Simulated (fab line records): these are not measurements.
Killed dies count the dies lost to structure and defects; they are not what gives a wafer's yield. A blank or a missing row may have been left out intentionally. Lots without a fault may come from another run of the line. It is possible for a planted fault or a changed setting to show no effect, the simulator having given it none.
Chamber matching || flow sky130 || cmp-01 running SKY_CONTACT_CMP_27: 4 sister chambers
The step polishes, stops on SiO2, t overpolish 15 s, target thk 0 nm. 14 wafers are shown with their chamber, then 7 later ones without.

## EACH WAFER AND ITS CHAMBER
{"wafer": "L306.2", "chamber": 3, "motor current A (A)": 8.7, "time to endpoint s (s)": 87, "overpolish run s (s)": 15.001}
{"wafer": "L306.4", "chamber": 2, "motor current A (A)": 11.7, "time to endpoint s (s)": 88, "overpolish run s (s)": 15.009}
{"wafer": "L306.5", "chamber": 1, "motor current A (A)": 10.1, "time to endpoint s (s)": 77, "overpolish run s (s)": 15.004}
{"wafer": "L305.2", "chamber": 2, "motor current A (A)": 11.5, "time to endpoint s (s)": 79, "overpolish run s (s)": 15.016}
{"wafer": "L305.3", "chamber": 3, "motor current A (A)": 8.8, "time to endpoint s (s)": 80, "overpolish run s (s)": 15.000}
{"wafer": "L305.5", "chamber": 3, "motor current A (A)": 8.5, "time to endpoint s (s)": 82, "overpolish run s (s)": 15.007}
{"wafer": "L316.2", "chamber": 2, "motor current A (A)": 11.8, "time to endpoint s (s)": 86, "overpolish run s (s)": 14.999}
{"wafer": "L316.5", "chamber": 2, "motor current A (A)": 11.8, "time to endpoint s (s)": 84, "overpolish run s (s)": 15.002}
{"wafer": "L316.6", "chamber": 1, "motor current A (A)": 10.8, "time to endpoint s (s)": 74, "overpolish run s (s)": 15.016}
{"wafer": "L317.1", "chamber": 3, "motor current A (A)": 8.8, "time to endpoint s (s)": 83, "overpolish run s (s)": 14.999}
{"wafer": "L317.4", "chamber": 0, "motor current A (A)": 12.7, "time to endpoint s (s)": 75, "overpolish run s (s)": 15.006}
{"wafer": "L317.5", "chamber": 2, "motor current A (A)": 11.8, "time to endpoint s (s)": 83, "overpolish run s (s)": 15.011}
{"wafer": "L318.2", "chamber": 2, "motor current A (A)": 11.9, "time to endpoint s (s)": 82, "overpolish run s (s)": 15.011}
{"wafer": "L318.4", "chamber": 3, "motor current A (A)": 8.7, "time to endpoint s (s)": 81, "overpolish run s (s)": 15.012}

SIGNATURES (means of the wafers above)
{"reading": "motor current A", "chamber 0": 12.700, "chamber 1": 10.450, "chamber 2": 11.750, "chamber 3": 8.700, "scatter within a chamber": 0.2}
{"reading": "time to endpoint s", "chamber 0": 75.00, "chamber 1": 75.50, "chamber 2": 83.67, "chamber 3": 82.60, "scatter within a chamber": 2.88}
{"reading": "overpolish run s", "chamber 0": 15.00600, "chamber 1": 15.01000, "chamber 2": 15.00800, "chamber 3": 15.00380, "scatter within a chamber": 0.00628}
Rule: for a wafer and a chamber, the distance is found by dividing, reading by reading, the gap between the wafer's reading and the chamber's mean by the reading's scatter, squaring, summing and taking the root. If the next closest chamber is less than 2 further off than the closest, the wafer can't be placed; otherwise it belongs to the closest. How the scatter is found: for the shown wafers, subtract from each reading the mean of its chamber, square and add these, divide the total by (wafers less chambers), then take the root.

## WAFERS WITH NO CHAMBER GIVEN
{"wafer": "L318.6", "motor current A (A)": 8.7, "time to endpoint s (s)": 82, "overpolish run s (s)": 14.989}
{"wafer": "L320.1", "motor current A (A)": 8.8, "time to endpoint s (s)": 86, "overpolish run s (s)": 14.985}
{"wafer": "L320.2", "motor current A (A)": 10.4, "time to endpoint s (s)": 81, "overpolish run s (s)": 14.988}
{"wafer": "L320.6", "motor current A (A)": 8.9, "time to endpoint s (s)": 88, "overpolish run s (s)": 15.003}
{"wafer": "L323.1", "motor current A (A)": 10.6, "time to endpoint s (s)": 78, "overpolish run s (s)": 14.992}
{"wafer": "L323.5", "motor current A (A)": 12.1, "time to endpoint s (s)": 86, "overpolish run s (s)": 14.999}
{"wafer": "L323.6", "motor current A (A)": 10.1, "time to endpoint s (s)": 75, "overpolish run s (s)": 14.991}

## WHICH CHAMBER EACH WENT THROUGH
{"wafer": "L318.6", "from the rows above": 3, "in truth": 3}
{"wafer": "L320.1", "from the rows above": 3, "in truth": 3}
{"wafer": "L320.2", "from the rows above": 1, "in truth": 1}
{"wafer": "L320.6", "from the rows above": 3, "in truth": 3}
{"wafer": "L323.1", "from the rows above": 1, "in truth": 1}
{"wafer": "L323.5", "from the rows above": 2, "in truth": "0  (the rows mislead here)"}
{"wafer": "L323.6", "from the rows above": 1, "in truth": 1}
Correct placement for 6 of the 7. Can't be placed from these rows: 0. Placed wrongly: 1.
